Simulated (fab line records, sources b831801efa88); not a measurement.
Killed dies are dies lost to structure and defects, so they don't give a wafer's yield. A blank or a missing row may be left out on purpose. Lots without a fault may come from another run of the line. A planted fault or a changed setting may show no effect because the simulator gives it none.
fab line records | flow gf180mcu | part 1 of 2: steps 1 to 27 of 40
record lots=5 wafers=15 last_day=34
route steps=602 shown PSD@263 SAB@264 SALICIDE@278 CONTACT@287
lots that met no fault: from a run of the same line without faults
start_h: hours from the record's first day to the start of the lot's first wafer shown | wait_h: hours since the lot's step before | " the same as in the row above | L1.1+2: a row that stands for several wafers | - no value, or no start given | * or withheld: withheld | < > ~ a bound
route shown NAME@n: a module of which the file shows steps, and the number in the route of the first | usual: mean/standard deviation of fault-free wafers | same: alike in all rows | chamber/n: place in a boat | sites: the reading at each site | _std_site: their standard deviation | _edge_site: outer sites' mean less inner sites' | radius_mm: how far each site lies from the wafer's centre | mask NAME#n: copy n | behind: the tool/chamber that last shaped the wafer | hold: why the lot was held/for how many hours/how that ended | device: the transistor (n, p or np) that didn't switch | end of line: the same wafers' tests at the end of the route | a step without rows: its recipe alone | killed: dies lost to structure and defects at the first sort, not the wafer's yield | map: a wafer's dies, x killed, . not, _ none there
set.NAME: the setting as run; set.NAME@STEP: as run at that earlier step | model.NAME: the simulator's own value behind a step, which no gauge read
lots at some steps of the route; a table a step, a row a wafer
services: from which hour (start_h, from the record's first day; less than 0 if before it) a tool's chamber was out of use, for how many hours, and why
## steps
# step GF_PSD_RS_MEAS_15
# recipe thk_meas_gauge=four-point-probe
# usual PSD_RS=107.73/0.26
# columns lot.wafer tool chamber start_h wait_h PSD_RS[ohm/sq]
L079.2 film_metro-02 - 360.63 0.1 107.77
L079.5 " - " " 107.46
L079.6 " - " " 107.81
L081.1 film_metro-01 - 381.17 0.1 107.89
L081.3 " - " " 108.09
L081.6 " - " " 108.03
L084.1 film_metro-04 - 406.35 0.1 108.07
L084.2 " - " " 108.27
L084.5 " - " " 108.01
L085.4 film_metro-04 - 413.68 0.1 107.78
L085.5 " - " " 107.98
L085.6 " - " " 108.25
L097.1 film_metro-04 - 518.49 0.1 107.69
L097.4 " - " " 107.98
L097.5 " - " " 107.72
# step GF_SAB_CVD_00
# recipe material=SiO2 target_thk_nm=50 precursor=TEOS temp_c=400 time_s=4.707 rf_w=600
# usual heater_power_outer_w=357/74 heater_power_w=630/110
# columns lot.wafer tool chamber start_h wait_h heater_power_outer_w heater_power_w
L079.2 pecvd-03 2 360.73 0.1 353 641
L079.5 " 0 " " 422 731
L079.6 " 2 " " 357 642
L081.1 pecvd-01 2 381.29 0.1 330 563
L081.3 " 1 " " 419 728
L081.6 " 1 " " 404 732
L084.1 pecvd-01 1 406.47 0.1 458 769
L084.2 " 2 " " 304 550
L084.5 " 2 " " 302 522
L085.4 pecvd-03 2 413.75 0.0 430 759
L085.5 " 0 " " 453 757
L085.6 " 1 " " 278 490
L097.1 pecvd-01 1 518.61 0.1 444 793
L097.4 " 0 " " 490 754
L097.5 " 1 " " 446 779
# step GF_SAB_THK_MEAS_01
# recipe reads=SiO2_of_SAB_CVD_00
# usual SAB_CVD_00_THK=47.8/0.69
# columns lot.wafer tool chamber start_h wait_h SAB_CVD_00_THK[nm]
L079.2 film_metro-03 - 360.76 0.0 47.5
L079.5 " - " " 47.9
L079.6 " - " " 48.0
L081.1 film_metro-02 - 381.31 0.0 47.2
L081.3 " - " " 48.0
L081.6 " - " " 48.9
L084.1 film_metro-02 - 406.49 0.0 48.2
L084.2 " - " " 47.0
L084.5 " - " " 47.3
L085.4 film_metro-03 - 413.79 0.0 48.8
L085.5 " - " " 47.4
L085.6 " - " " 48.7
L097.1 film_metro-02 - 518.63 0.0 48.1
L097.4 " - " " 48.0
L097.5 " - " " 48.7
# step GF_SAB_DEHYDRATE_02
# recipe temp_c=200 time_s=60
# columns lot.wafer tool chamber start_h wait_h
L079.2+5+6 litho_track-02 0 371.49 10.7
L081.1+3+6 litho_track-04 0 392.22 10.9
L084.1+2+5 litho_track-04 0 417.47 11.0
L085.4+5+6 litho_track-02 0 425.28 11.5
L097.1+4+5 litho_track-04 0 529.67 11.0
# step GF_SAB_HMDS_03
# recipe prime_time_s=60 prime_temp_c=120
# columns lot.wafer tool chamber start_h wait_h
L079.2+5+6 litho_track-02 0 371.64 0.1
L081.1+3+6 litho_track-04 0 392.37 0.1
L084.1+2+5 litho_track-04 0 417.62 0.1
L085.4+5+6 litho_track-02 0 425.43 0.1
L097.1+4+5 litho_track-04 0 529.82 0.1
# step GF_SAB_COAT_04
# recipe resist=NOVOLAK spin_rpm=3000 resist_thk_nm=1000
# usual dispense_pressure_kPa=51.3/0.78
# columns lot.wafer tool chamber start_h wait_h dispense_pressure_kPa
L079.2 litho_track-02 0 371.79 0.1 51.0
L079.5 " 0 " " 51.0
L079.6 " 0 " " 51.0
L081.1 litho_track-04 0 392.52 0.1 50.8
L081.3 " 0 " " 50.8
L081.6 " 0 " " 50.8
L084.1 litho_track-04 0 417.77 0.1 50.8
L084.2 " 0 " " 50.8
L084.5 " 0 " " 50.8
L085.4 litho_track-02 0 425.58 0.1 51.0
L085.5 " 0 " " 51.0
L085.6 " 0 " " 51.0
L097.1 litho_track-04 0 529.97 0.1 50.8
L097.4 " 0 " " 50.8
L097.5 " 0 " " 50.9
# step GF_SAB_SOFTBAKE_05
# recipe temp_c=90 time_s=60 resist=NOVOLAK
# columns lot.wafer tool chamber start_h wait_h
L079.2+5+6 litho_track-02 0 371.94 0.1
L081.1+3+6 litho_track-04 0 392.67 0.1
L084.1+2+5 litho_track-04 0 417.92 0.1
L085.4+5+6 litho_track-02 0 425.73 0.1
L097.1+4+5 litho_track-04 0 530.12 0.1
# step GF_SAB_EXPOSE_06
# recipe mask_id=SAB target_cd_nm=420 na=0.6 source_shape=conventional sigma_outer=0.6 dose_mj=140
# columns lot.wafer tool chamber start_h wait_h mask
L079.2+5+6 iline_stepper-02 0 - - SAB#0
L081.1+3+6 iline_stepper-01 0 - - SAB#0
L084.1+2+5 iline_stepper-01 0 - - SAB#0
L085.4+5+6 iline_stepper-01 0 - - SAB#0
L097.1+4+5 iline_stepper-01 0 - - SAB#0
# step GF_SAB_PEB_07
# recipe temp_c=withheld time_s=* resist=NOVOLAK
# columns lot.wafer tool chamber start_h wait_h
L079.2+5+6 litho_track-03 0 - -
L081.1+3+6 litho_track-03 0 - -
L084.1+2+5 litho_track-04 0 - -
L085.4+5+6 litho_track-04 0 - -
L097.1+4+5 litho_track-04 0 - -
# step GF_SAB_DEVELOP_08
# recipe develop_time_s=60 dev_temp_c=23
# usual developer_temp_C=23.04/0.11
# columns lot.wafer tool chamber start_h wait_h developer_temp_C
L079.2 litho_track-03 0 383.27 0.1 23.13
L079.5 " 0 " " 23.00
L079.6 " 0 " " 23.17
L081.1 litho_track-03 0 404.09 0.1 23.03
L081.3 " 0 " " 22.99
L081.6 " 0 " " 22.97
L084.1 litho_track-04 0 429.37 0.1 22.93
L084.2 " 0 " " 22.95
L084.5 " 0 " " 23.11
L085.4 litho_track-04 0 437.85 0.1 22.98
L085.5 " 0 " " 23.09
L085.6 " 0 " " 23.04
L097.1 litho_track-04 0 541.37 0.1 23.01
L097.4 " 0 " " 23.14
L097.5 " 0 " " 23.20
# step GF_SAB_CD_MEAS_09
# recipe target_cd_nm=420
# usual cd_nm=420.0/2
# columns lot.wafer tool chamber start_h wait_h cd_nm
L079.2 cd_sem-02 - 383.41 0.1 418.6
L079.5 " - " " 421.5
L079.6 " - " " 420.9
L081.1 cd_sem-02 - 404.24 0.1 419.4
L081.3 " - " " 418.9
L081.6 " - " " 421.1
L084.1 cd_sem-01 - 429.55 0.1 421.3
L084.2 " - " " 418.7
L084.5 " - " " 420.9
L085.4 cd_sem-02 - 437.98 0.1 419.4
L085.5 " - " " 422.1
L085.6 " - " " 422.1
L097.1 cd_sem-02 - 541.52 0.1 422.1
L097.4 " - " " 421.8
L097.5 " - " " 423.1
# step GF_SAB_OVL_MEAS_10
# usual SAB_OVL=0.5/1.3
# columns lot.wafer tool chamber start_h wait_h SAB_OVL[nm]
L079.2 overlay-02 - 383.52 0.1 2.3
L079.5 " - " " 3.3
L079.6 " - " " 1.9
L081.1 overlay-01 - 404.36 0.1 1.0
L081.3 " - " " 0.4
L081.6 " - " " -0.1
L084.1 overlay-01 - 429.67 0.1 0.1
L084.2 " - " " 0.3
L084.5 " - " " 1.3
L085.4 overlay-02 - 438.06 0.1 -1.0
L085.5 " - " " -1.1
L085.6 " - " " -0.6
L097.1 overlay-02 - 541.64 0.1 1.3
L097.4 " - " " -0.3
L097.5 " - " " 0.2
# step GF_SAB_ETCH_11
# recipe chemistry=C4F8/O2/Ar mask_material=NOVOLAK target=SiO2 target_depth_nm=55 source_w=1500 bias_w=1200 pressure_mtorr=40 c4f8_flow_sccm=withheld O2_flow_sccm=6 Ar_flow_sccm=300 time_s=8.5
# usual oes_product_au=1.002/0.0099
# columns lot.wafer tool chamber start_h wait_h oes_product_au rf_hours_counter_h
L079.2 rie_diel-04 1 383.55 0.0 1.002 10
L079.5 " 2 " " 1.003 -
L079.6 " 1 " " 1.003 -
L081.1 rie_diel-01 2 404.40 0.0 0.989 11
L081.3 " 1 " " 0.997 83
L081.6 " 3 " " 1.003 -
L084.1 rie_diel-03 3 429.70 0.0 1.002 12
L084.2 " 2 " " 0.986 5
L084.5 " 3 " " 0.991 -
L085.4 rie_diel-03 0 438.08 0.0 0.998 80
L085.5 " 3 " " 1.001 -
L085.6 " 2 " " 0.988 -
L097.1 rie_diel-03 1 541.68 0.0 0.999 12
L097.4 " 3 " " 1.005 16
L097.5 " 3 " " 0.994 -
# step GF_SAB_WET_ETCH_12
# recipe chemistry=dHF target_depth_nm=22 dry=n2_spin target=SiO2 temp_c=25 dilution=100:1 time_s=440
# usual temp_c=25.01/0.098
# columns lot.wafer tool chamber start_h wait_h temp_c
L079.2 wet_bench-04 3 383.57 0.0 25.05
L079.5 " 3 " " 25.04
L079.6 " 3 " " 25.05
L081.1 wet_bench-04 3 404.42 0.0 24.97
L081.3 " 3 " " 25.13
L081.6 " 3 " " 24.97
L084.1 wet_bench-01 3 429.73 0.0 25.06
L084.2 " 3 " " 24.87
L084.5 " 3 " " 24.92
L085.4 wet_bench-03 1 438.10 0.0 25.13
L085.5 " 1 " " 25.01
L085.6 " 1 " " 25.20
L097.1 wet_bench-03 1 541.70 0.0 25.00
L097.4 " 1 " " 25.14
L097.5 " 1 " " 24.97
# step GF_SAB_STRIP_13
# recipe chemistry=O2/N2 power_w=1400 pressure_mtorr=1500 platen_temp_c=250 o2_flow_sccm=3000 n2_flow_sccm=300 overash_fraction=0.5
# usual drypump_motor_current_A=5.6/0.55 heater_power_w=296/16 n2_flow_sccm=299.9/0.86 oes_product_au=0.709/0.0048 strip_time_to_endpoint_s=12.61/0.041
# same overash_fraction=0.5
# columns lot.wafer tool chamber start_h wait_h drypump_motor_current_A heater_power_w n2_flow_sccm oes_product_au rf_hours_counter_h strip_time_to_endpoint_s
L079.2 plasma_asher-02 1 383.73 0.0 4.9 322 299.1 0.710 79 12.69
L079.5 " 0 " " 5.3 293 299.5 0.712 - 12.64
L079.6 " 1 " " 4.9 326 301.3 0.704 - 12.68
L081.1 plasma_asher-03 1 404.55 0.0 6.0 304 301.0 0.712 60 12.66
L081.3 " 1 " " 6.0 306 300.4 0.703 - 12.64
L081.6 " 0 " " 6.4 274 299.0 0.712 - 12.63
L084.1 plasma_asher-03 0 429.87 0.0 6.4 277 300.4 0.702 63 12.63
L084.2 " 1 " " 6.0 311 297.8 0.707 63 12.59
L084.5 " 0 " " 6.4 272 300.2 0.710 - 12.66
L085.4 plasma_asher-03 0 438.26 0.0 6.4 276 298.6 0.714 - 12.66
L085.5 " 0 " " 6.4 278 298.6 0.713 - 12.66
L085.6 " 1 " " 6.0 308 300.7 0.715 - 12.67
L097.1 plasma_asher-03 0 541.83 0.0 6.4 274 298.6 0.710 75 12.61
L097.4 " 1 " " 6.0 304 299.2 0.707 - 12.60
L097.5 " 1 " " 6.0 304 298.4 0.698 - 12.64
# step GF_SALICIDE_CLEAN_00
# recipe chemistry=SC1/SC2 mix=1:4:20 temp_c=70 time_s=150
# usual temp_c=69.99/0.11
# columns lot.wafer tool chamber start_h wait_h temp_c
L079.2 wet_bench-01 0 383.83 0.1 69.78
L079.5 " 0 " " 69.96
L079.6 " 0 " " 69.95
L081.1 wet_bench-02 2 404.65 0.1 69.98
L081.3 " 2 " " 69.97
L081.6 " 2 " " 69.84
L084.1 wet_bench-01 3 429.97 0.1 70.05
L084.2 " 3 " " 70.08
L084.5 " 3 " " 69.98
L085.4 wet_bench-04 3 438.33 0.0 69.87
L085.5 " 3 " " 70.04
L085.6 " 3 " " 69.90
L097.1 wet_bench-02 2 541.93 0.1 69.95
L097.4 " 2 " " 70.22
L097.5 " 2 " " 69.88
# step GF_SALICIDE_WET_ETCH_01
# recipe chemistry=dHF target_depth_nm=5 dry=ipa_marangoni target=SiO2 temp_c=25 dilution=100:1 time_s=100
# usual temp_c=24.99/0.1
# columns lot.wafer tool chamber start_h wait_h temp_c
L079.2 wet_bench-04 2 383.88 0.0 24.88
L079.5 " 2 " " 24.91
L079.6 " 2 " " 24.96
L081.1 wet_bench-04 1 404.71 0.0 24.89
L081.3 " 1 " " 25.00
L081.6 " 1 " " 24.86
L084.1 wet_bench-02 2 430.02 0.0 24.89
L084.2 " 2 " " 24.86
L084.5 " 2 " " 24.90
L085.4 wet_bench-01 1 438.38 0.0 25.13
L085.5 " 1 " " 25.09
L085.6 " 1 " " 25.07
L097.1 wet_bench-04 2 541.98 0.0 24.84
L097.4 " 2 " " 24.84
L097.5 " 2 " " 24.92
# step GF_SALICIDE_SPUTTER_02
# recipe material=Co target_thk_nm=10 power_w=1000 time_s=20 chamber_pressure_pa=0.4
# usual throttle_valve_pct=29.9/1.3
# columns lot.wafer tool chamber start_h wait_h throttle_valve_pct
L079.2 pvd_sputter-04 - 383.92 0.0 29.8
L079.5 " - " " 29.8
L079.6 " - " " 29.3
L081.1 pvd_sputter-01 - 404.74 0.0 29.5
L081.3 " - " " 28.7
L081.6 " - " " 29.3
L084.1 pvd_sputter-01 - 430.06 0.0 32.4
L084.2 " - " " 29.2
L084.5 " - " " 32.3
L085.4 pvd_sputter-02 - 438.42 0.0 29.4
L085.5 " - " " 31.7
L085.6 " - " " 29.4
L097.1 pvd_sputter-01 - 542.02 0.0 29.2
L097.4 " - " " 32.3
L097.5 " - " " 29.1
# step GF_SALICIDE_SPUTTER_03
# recipe material=TiN target_thk_nm=20 power_w=6500 time_s=16.7 chamber_pressure_pa=0.4
# usual throttle_valve_pct=29.9/1.3
# columns lot.wafer tool chamber start_h wait_h throttle_valve_pct
L079.2 pvd_sputter-04 - 383.95 0.0 30.1
L079.5 " - " " 29.9
L079.6 " - " " 29.0
L081.1 pvd_sputter-01 - 404.77 0.0 29.4
L081.3 " - " " 29.0
L081.6 " - " " 29.7
L084.1 pvd_sputter-01 - 430.09 0.0 32.7
L084.2 " - " " 29.0
L084.5 " - " " 32.6
L085.4 pvd_sputter-02 - 438.45 0.0 29.3
L085.5 " - " " 31.8
L085.6 " - " " 29.4
L097.1 pvd_sputter-01 - 542.05 0.0 28.9
L097.4 " - " " 32.4
L097.5 " - " " 28.7
# step GF_SALICIDE_RS_MEAS_04
# recipe thk_meas_gauge=four-point-probe reads=TiN_of_SALICIDE_SPUTTER_03+Co_of_SALICIDE_SPUTTER_02
# usual SALICIDE_TIN_RS=16.4/0.34
# columns lot.wafer tool chamber start_h wait_h SALICIDE_TIN_RS[ohm/sq]
L079.2 film_metro-03 - 384.00 0.0 16.6
L079.5 " - " " 16.2
L079.6 " - " " 16.4
L081.1 film_metro-04 - 404.80 0.0 16.0
L081.3 " - " " 15.8
L081.6 " - " " 16.0
L084.1 film_metro-03 - 430.12 0.0 16.1
L084.2 " - " " 15.8
L084.5 " - " " 16.1
L085.4 film_metro-03 - 438.53 0.1 16.7
L085.5 " - " " 16.6
L085.6 " - " " 16.9
L097.1 film_metro-04 - 542.14 0.1 15.6
L097.4 " - " " 16.0
L097.5 " - " " 15.7
# step GF_SALICIDE_THK_MEAS_05
# recipe thk_meas_gauge=xrf reads=TiN_of_SALICIDE_SPUTTER_03
# usual SALICIDE_TIN_THK=19.6/0.3
# columns lot.wafer tool chamber start_h wait_h SALICIDE_TIN_THK[nm]
L079.2 film_metro-03 - 384.11 0.1 19.5
L079.5 " - " " 19.5
L079.6 " - " " 19.4
L081.1 film_metro-04 - 404.92 0.1 19.9
L081.3 " - " " 20.2
L081.6 " - " " 20.0
L084.1 film_metro-03 - 430.24 0.1 19.9
L084.2 " - " " 20.0
L084.5 " - " " 19.9
L085.4 film_metro-03 - 438.62 0.1 19.4
L085.5 " - " " 19.7
L085.6 " - " " 19.3
L097.1 film_metro-04 - 542.26 0.1 20.2
L097.4 " - " " 19.9
L097.5 " - " " 20.2
# step GF_SALICIDE_RTA_06
# recipe temp_c=530 time_s=30 ambient=N2
# usual lamp_power_pct=5.69/0.16 wafer_temp_C_max=532.0/0.44
# columns lot.wafer tool chamber start_h wait_h lamp_power_pct wafer_temp_C_max
L079.2 rtp_anneal-02 0 384.19 0.1 5.54 532.4
L079.5 " 0 " " 5.55 532.0
L079.6 " 0 " " 5.55 532.4
L081.1 rtp_anneal-01 0 404.98 0.1 5.86 531.4
L081.3 " 0 " " 5.86 531.8
L081.6 " 0 " " 5.86 532.8
L084.1 rtp_anneal-02 0 430.30 0.1 5.55 532.5
L084.2 " 0 " " 5.55 531.9
L084.5 " 0 " " 5.55 532.0
L085.4 rtp_anneal-01 0 438.70 0.1 5.86 531.5
L085.5 " 0 " " 5.87 532.0
L085.6 " 0 " " 5.87 532.0
L097.1 rtp_anneal-02 0 542.32 0.1 5.54 532.0
L097.4 " 0 " " 5.55 530.9
L097.5 " 0 " " 5.56 531.2
# step GF_SALICIDE_WET_ETCH_07
# recipe chemistry=SPM target_depth_nm=120 dry=n2_spin
# columns lot.wafer tool chamber start_h wait_h
L079.2+5+6 wet_bench-02 2 384.36 0.1
L081.1+3+6 wet_bench-04 2 405.08 0.1
L084.1+2+5 wet_bench-01 0 430.40 0.1
L085.4+5+6 wet_bench-02 1 438.75 0.0
L097.1+4+5 wet_bench-01 2 542.42 0.1
# step GF_SALICIDE_RTA_08
# recipe temp_c=800 time_s=30 ambient=N2
# usual lamp_power_pct=15.6/0.38 wafer_temp_C_max=803.0/0.57
# columns lot.wafer tool chamber start_h wait_h lamp_power_pct wafer_temp_C_max
L079.2 rtp_anneal-01 0 384.47 0.0 16.3 803.3
L079.5 " 0 " " 16.3 803.2
L079.6 " 0 " " 16.3 803.2
L081.1 rtp_anneal-02 0 405.17 0.0 15.4 803.2
L081.3 " 0 " " 15.4 803.0
L081.6 " 0 " " 15.4 802.3
L084.1 rtp_anneal-01 0 430.50 0.0 16.3 803.8
L084.2 " 0 " " 16.3 803.2
L084.5 " 0 " " 16.3 802.4
L085.4 rtp_anneal-02 0 438.90 0.1 15.4 802.4
L085.5 " 0 " " 15.4 802.9
L085.6 " 0 " " 15.4 802.3
L097.1 rtp_anneal-01 0 542.51 0.0 16.3 802.4
L097.4 " 0 " " 16.3 803.0
L097.5 " 0 " " 16.3 801.8
# step GF_CONTACT_CVD_00
# recipe material=SiO2 target_thk_nm=300 sigma_open_frac=0.3 temp_c=400 time_s=50 sih4_flow_sccm=60 pressure_mtorr=6
# usual sih4_flow_sccm=59.98/0.18
# columns lot.wafer tool chamber start_h wait_h sih4_flow_sccm
L079.2 hdpcvd-02 0 384.55 0.1 59.78
L079.5 " 2 " " 59.89
L079.6 " 0 " " 59.73
L081.1 hdpcvd-01 0 405.27 0.1 59.61
L081.3 " 2 " " 59.69
L081.6 " 1 " " 59.75
L084.1 hdpcvd-01 1 430.60 0.1 59.87
L084.2 " 0 " " 60.25
L084.5 " 2 " " 60.20
L085.4 hdpcvd-01 2 438.97 0.1 60.08
L085.5 " 1 " " 59.64
L085.6 " 0 " " 59.89
L097.1 hdpcvd-02 2 542.61 0.1 60.04
L097.4 " 0 " " 60.04
L097.5 " 1 " " 59.93
# step GF_CONTACT_THK_MEAS_01
# recipe reads=SiO2_of_CONTACT_CVD_00
# usual CONTACT_CVD_00_THK=300/3.1
# columns lot.wafer tool chamber start_h wait_h CONTACT_CVD_00_THK[nm]
L079.2 film_metro-03 - 384.60 0.0 300
L079.5 " - " " 298
L079.6 " - " " 300
L081.1 film_metro-04 - 405.31 0.0 301
L081.3 " - " " 304
L081.6 " - " " 299
L084.1 film_metro-01 - 430.64 0.0 299
L084.2 " - " " 296
L084.5 " - " " 298
L085.4 film_metro-04 - 439.02 0.0 303
L085.5 " - " " 303
L085.6 " - " " 301
L097.1 film_metro-01 - 542.66 0.0 304
L097.4 " - " " 298
L097.5 " - " " 303
# step GF_CONTACT_CVD_02
# recipe material=SiO2 target_thk_nm=860 precursor=TEOS temp_c=400 time_s=95.992 rf_w=600
# usual heater_power_outer_w=346/86 heater_power_w=629/140
# columns lot.wafer tool chamber start_h wait_h heater_power_outer_w heater_power_w
L079.2 pecvd-02 2 384.65 0.0 268 493
L079.5 " 2 " " 283 532
L079.6 " 1 " " 504 902
L081.1 pecvd-02 0 405.37 0.1 397 694
L081.3 " 1 " " 481 876
L081.6 " 0 " " 412 726
L084.1 pecvd-02 1 430.70 0.1 456 817
L084.2 " 2 " " 283 534
L084.5 " 1 " " 493 883
L085.4 pecvd-04 2 439.09 0.1 278 548
L085.5 " 1 " " 252 464
L085.6 " 0 " " 376 730
L097.1 pecvd-04 0 542.72 0.1 406 753
L097.4 " 1 " " 323 567
L097.5 " 2 " " 291 556
